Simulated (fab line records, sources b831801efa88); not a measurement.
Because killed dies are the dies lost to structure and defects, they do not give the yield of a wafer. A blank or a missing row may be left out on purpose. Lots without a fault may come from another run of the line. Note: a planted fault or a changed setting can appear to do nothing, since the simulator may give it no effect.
A lot that was struck, set against a sound lot || flow sky130 || 15 steps out of a route of 708
Sound: these wafers, L544.1, L544.3, L544.5. Wafers struck: L555.2, L555.4, L555.5. The cause comes at the end.
Per side, at each step with rows, come the tool, then ch with its chambers, and then its first start. Under that, the readings that differ: sound wafers || struck wafers || difference of the means || sigmas: that difference in standard deviations of wafers without a fault.
alike: same words and numbers on both sides, and readings whose means sit less than 2 such deviations apart. not compared: any withheld reading, any reading some wafer has no value for, any bound like >300 that may hide the same value, and any number with overlapping values for which the record gives no deviation.
A row with sigmas, a row that says differs or no value, or rows on one side alone: a step with any of these is where the two part. When numbers do not overlap yet have no deviation, they are printed without sigmas and do not part them. Lack of a reading on every wafer of one side parts them only where that side has two or more wafers.

first, 8 steps without rows for these wafers: SKY_VIA1_DEHYDRATE_04 (time 60 s); SKY_VIA1_HMDS_05 (prime time 60 s); SKY_VIA1_COAT_06 (resist thk 60 nm); SKY_VIA1_COAT_07 (resist thk 450 nm); SKY_VIA1_SOFTBAKE_08 (time 90 s); SKY_VIA1_EXPOSE_09 (exposes mask VIM, target cd 150 nm); SKY_VIA1_PEB_10; SKY_VIA1_DEVELOP_11 (develop time 60 s).
SKY_VIA1_CD_MEAS_12 targets a cd of 150 nm.
  struck on cd-sem-01, day 40 07:03; sound on cd-sem-01, day 36 18:28
{"reading": "cd-nm (nm)", "sound": "149.3 148.7 149.9", "struck": "152.9 152.2 152.5", "difference": "+3.2", "sigmas": "+2"}
SKY_VIA1_OVL_MEAS_13:
  struck on overlay-01, day 40 07:09; sound on overlay-01, day 36 18:35
  alike: VIA1_OVL
SKY_VIA1_ETCH_14: etches BARC in N2/H2, stops on SiO2, time 45.9 s, target depth 60 nm.
  sound on rie-diel-04 ch 1,3, day 36 18:38; struck on rie-diel-03 ch 0,2, day 40 07:11
  alike: drypump-motor-current-A, h2-flow-sccm, oes-product-au, throttle-valve-pct
  not compared: rf-hours-counter-h
SKY_VIA1_ETCH_15: etches SiO2 in C4F8/O2/Ar, stops on TiN, target depth 351 nm, time 54 s.
  sound on rie-diel-04 ch 1,3, day 36 18:40; struck on rie-diel-03 ch 0,2, day 40 07:13
  alike: oes-product-au
  not compared: rf-hours-counter-h
SKY_VIA1_STRIP_16: strips in O2/N2.
  sound on plasma-asher-04 ch 0,1, day 36 18:43; struck on plasma-asher-02 ch 1, day 40 07:16
{"reading": "o2-flow-sccm (sccm)", "sound": "3007 3005 3021", "struck": "2389 2388 2388", "difference": -623, "sigmas": -67}
{"reading": "strip-time-to-endpoint-s (s)", "sound": "4.458 4.457 4.434", "struck": "4.570 4.578 4.587", "difference": "+0.129", "sigmas": "+5"}
  alike: drypump-motor-current-A, oes-product-au
  not compared: rf-hours-counter-h
then, 1 step without rows for these wafers: SKY_VIA1_STRIP_17 (strips in post etch residue remover, time 1200 s).
-- the record jumps here: 10 days lie between the struck wafers' starts before and after (it left off in module VIA1 and takes up again in module PAD_OPEN, whose first step shown is number 708 of the route) --
SKY_PAD_OPEN_PROBE_99:
  struck on prober-01, day 50 15:05; sound on prober-01, day 48 04:09
{"reading": "killed_at_M0_to_M3", "sound": "40 34 42", "struck": "53 66 45", "difference": "+16", "sigmas": "+2"}
  alike: defect-limited-yield, killed_at_M4_up, killed-at-contacts, killed-at-front-end, killed-at-other, killed-dies, killed-open, killed-short, sort_bin_3_pad_short, sort_bin_5_function, sort_bin_6_memory, sort-n-pass, sort-yield-pct

WHERE THEY PART
At SKY_VIA1_CD_MEAS_12 first; at SKY_PAD_OPEN_PROBE_99 last (within this record only).

WHY: the cause the simulator had injected
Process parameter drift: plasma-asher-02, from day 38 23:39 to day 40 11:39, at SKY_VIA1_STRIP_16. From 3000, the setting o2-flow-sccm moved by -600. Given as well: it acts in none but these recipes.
